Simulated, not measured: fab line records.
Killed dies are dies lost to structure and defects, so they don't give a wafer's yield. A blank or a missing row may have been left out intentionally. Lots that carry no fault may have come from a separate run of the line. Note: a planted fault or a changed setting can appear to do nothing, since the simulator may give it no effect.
Which tool did it? | flow gf180mcu | 13 lots, 39 wafers sampled, at 5 steps of a route of 602

## WHAT THE GAUGES SHOWED, per wafer
GF_POLY_GATE_CD_MEAS_18.
lot  | measured     | on        | cd_nm (nm)
L417 | day 10 00:20 | cd_sem-01 | 279.8 278.3 279.1
L419 | day 10 13:19 | cd_sem-02 | 279.9 280.1 280.0
L420 | day 10 21:53 | cd_sem-01 | 280.2 282.1 281.1
L421 | day 11 02:49 | cd_sem-02 | 280.6 279.0 280.5
L422 | day 11 14:25 | cd_sem-01 | 275.6 277.9 278.6
L423 | day 12 03:46 | cd_sem-02 | 279.0 282.0 279.8
L426 | day 12 06:40 | cd_sem-01 | 282.0 279.7 281.1
L428 | day 13 04:14 | cd_sem-02 | 280.7 279.4 277.7
L430 | day 13 15:58 | cd_sem-01 | 279.5 279.8 281.7
L431 | day 14 01:05 | cd_sem-02 | 286.4 279.3 282.6
L435 | day 15 06:33 | cd_sem-01 | 277.4 284.7 278.8
L436 | day 15 15:07 | cd_sem-02 | 281.0 280.5 282.3
L438 | day 16 05:11 | cd_sem-02 | 277.1 280.1 280.6

GF_M1_OVL_MEAS_15.
lot  | measured     | on         | M1_OVL (nm)
L417 | day 18 07:01 | overlay-02 | -6 0 1
L419 | day 18 21:10 | overlay-01 | -8 -9 -3
L420 | day 19 09:43 | overlay-01 | 12 3 0
L421 | day 19 15:01 | overlay-02 | -4 4 12
L422 | day 20 05:40 | overlay-01 | -5 6 -2
L423 | day 21 03:49 | overlay-01 | 1 7 4
L426 | day 21 06:29 | overlay-02 | 11 4 12
L428 | day 22 06:34 | overlay-02 | -6 -7 -1
L430 | day 22 17:41 | overlay-02 | 6 4 1
L431 | day 23 04:37 | overlay-02 | -1 2 -1
L435 | day 24 12:35 | overlay-01 | -9 1 -9
L436 | day 24 19:25 | overlay-02 | -6 -6 7
L438 | day 25 11:07 | overlay-02 | 6 0 3

GF_V1_BOW_MEAS_05.
lot  | measured     | on            | V1_BOW (um)
L417 | day 18 08:25 | film_metro-02 | 85 76 84
L419 | day 18 22:42 | film_metro-02 | 93 73 101
L420 | day 19 10:58 | film_metro-01 | 80 75 92
L421 | day 19 16:21 | film_metro-02 | 79 71 99
L422 | day 20 06:56 | film_metro-02 | 97 101 94
L423 | day 21 05:19 | film_metro-01 | 91 83 87
L426 | day 21 07:48 | film_metro-01 | 70 85 86
L428 | day 22 07:58 | film_metro-02 | 67 85 85
L430 | day 22 19:14 | film_metro-03 | 90 94 77
L431 | day 23 06:03 | film_metro-02 | 74 79 79
L435 | day 24 13:53 | film_metro-01 | 76 78 63
L436 | day 24 20:43 | film_metro-01 | 88 80 72
L438 | day 25 12:30 | film_metro-02 | 75 65 83

## TOOL THAT RAN EACH LOT (tool first, then ch and the chambers of the sampled wafers, then the start)
lot  | GF_POLY_GATE_ETCH_12               | GF_M1_SPUTTER_02
L417 | rie_diel-02 ch 1,3, day 9 22:40    | pvd_sputter-01, day 17 06:49
L419 | rie_diel-02 ch 0,1,2, day 10 11:45 | pvd_sputter-03, day 17 21:35
L420 | rie_diel-04 ch 1,3, day 10 19:19   | pvd_sputter-03, day 18 08:50
L421 | rie_diel-04 ch 0,1,2, day 11 00:49 | pvd_sputter-03, day 18 14:19
L422 | rie_diel-02 ch 0,1,2, day 11 12:19 | pvd_sputter-03, day 19 04:27
L423 | rie_diel-04 ch 0,1,3, day 12 01:49 | pvd_sputter-03, day 20 03:02
L426 | rie_diel-04 ch 1,2,3, day 12 05:04 | pvd_sputter-01, day 20 06:30
L428 | rie_diel-03 ch 1,2,3, day 13 02:40 | pvd_sputter-01, day 21 05:50
L430 | rie_diel-03 ch 0,3, day 13 14:19   | pvd_sputter-01, day 21 18:40
L431 | rie_diel-03 ch 0,1,3, day 13 22:13 | pvd_sputter-02, day 22 05:01
L435 | rie_diel-03 ch 0,1,3, day 15 04:31 | pvd_sputter-03, day 23 13:32
L436 | rie_diel-04 ch 0,3, day 15 13:11   | pvd_sputter-03, day 23 20:47
L438 | rie_diel-02 ch 0,1, day 16 03:14   | pvd_sputter-01, day 24 12:44
- GF_POLY_GATE_ETCH_12: etches BARC in N2/H2.
- GF_M1_SPUTTER_02: material AlCu, target thk 450 nm, time 23.9 s.

## AS READ BY THE TOOLS THEMSELVES (means over the sampled wafers that have a number; for cases with no such wafer, the mark the record gives instead)
GF_POLY_GATE_ETCH_12.
lot  | tool        | drypump_motor_current_A (A) | oes_product_au (a.u.) | rf_fwd_power_W (W) | throttle_valve_pct (%)
L417 | rie_diel-02 | 5.3                         | 0.738                 | 495.3              | 13.224
L419 | rie_diel-02 | 5.8                         | 0.735                 | 496.0              | 13.207
L420 | rie_diel-04 | 6.3                         | 0.731                 | 497.0              | 13.223
L421 | rie_diel-04 | 5.7                         | 0.739                 | 497.6              | 13.212
L422 | rie_diel-02 | 5.7                         | 0.736                 | 496.2              | 13.217
L423 | rie_diel-04 | 6.2                         | 0.735                 | 495.4              | 13.216
L426 | rie_diel-04 | 5.9                         | 0.735                 | 495.4              | 13.216
L428 | rie_diel-03 | 5.9                         | 0.735                 | 495.2              | 13.220
L430 | rie_diel-03 | 6.4                         | 0.738                 | 496.5              | 13.215
L431 | rie_diel-03 | 6.2                         | 0.738                 | 427.2              | 13.214
L435 | rie_diel-03 | 6.1                         | 0.738                 | 428.3              | 13.204
L436 | rie_diel-04 | 6.3                         | 0.733                 | 495.6              | 13.215
L438 | rie_diel-02 | 5.9                         | 0.736                 | 496.4              | 13.227

GF_M1_SPUTTER_02.
lot  | tool           | chamber_pressure_pa (Pa) | throttle_valve_pct (%)
L417 | pvd_sputter-01 | 0.4000                   | 29.2
L419 | pvd_sputter-03 | 0.3993                   | 31.0
L420 | pvd_sputter-03 | 0.4004                   | 29.5
L421 | pvd_sputter-03 | 0.3995                   | 31.3
L422 | pvd_sputter-03 | 0.4000                   | 31.1
L423 | pvd_sputter-03 | 0.4003                   | 31.3
L426 | pvd_sputter-01 | 0.3995                   | 29.9
L428 | pvd_sputter-01 | 0.4011                   | 29.2
L430 | pvd_sputter-01 | 0.4007                   | 30.0
L431 | pvd_sputter-02 | 0.3996                   | 29.9
L435 | pvd_sputter-03 | 0.4011                   | 30.8
L436 | pvd_sputter-03 | 0.4003                   | 31.3
L438 | pvd_sputter-01 | 0.3990                   | 29.6

## THE ANSWER, worked out from the rows above alone
Rule: usual is defined by the lots themselves. The widest of any qualifying gaps counts: lots, ordered by their means at a reading, are off when they make up no more than a third of the lots, leave a main group of 4 or more, and stand apart from it by 3 or more times the standard deviation of that group's means. The tables above print the reading to a certain number of digits; a main group whose means all agree to those digits is not used. A lot without any number at a reading at which 4 lots or more have one is off too. Where the step has rows for the other lots, those lots are counted as sound. Order of review: gauges by route order, followed by the tools' own readings, for which a lot's mean as printed above is used. The first step at which some lot is off is used, and at that step the reading that is off furthest; a lot without a number counts as furthest.
Off: L431, L435 (GF_POLY_GATE_ETCH_12, rf_fwd_power_W). The main group: mean 496.1 W, standard deviation 0.74.
If a tool, at that step or one of the process steps before it, ran each lot that is off and ran no sound lot following the first of them, it fits. One candidate fits, namely rie_diel-03 at GF_POLY_GATE_ETCH_12. A fault onset in the window from L430 (day 13 14:19, its last sound lot) to L431 (day 13 22:13, its first lot off) fits.
On the lots that are off, the tool's own readings at GF_POLY_GATE_ETCH_12 differ by more than 5 times the standard deviation of the sound lots' means, which bears it out; rf_fwd_power_W reads 427.8 W there versus 496.1 W on the sound lots.

## WHAT HAD BEEN PUT IN BY THE SIMULATOR
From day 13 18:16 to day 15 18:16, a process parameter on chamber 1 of rie_diel-03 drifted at GF_POLY_GATE_ETCH_12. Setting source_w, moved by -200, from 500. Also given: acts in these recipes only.
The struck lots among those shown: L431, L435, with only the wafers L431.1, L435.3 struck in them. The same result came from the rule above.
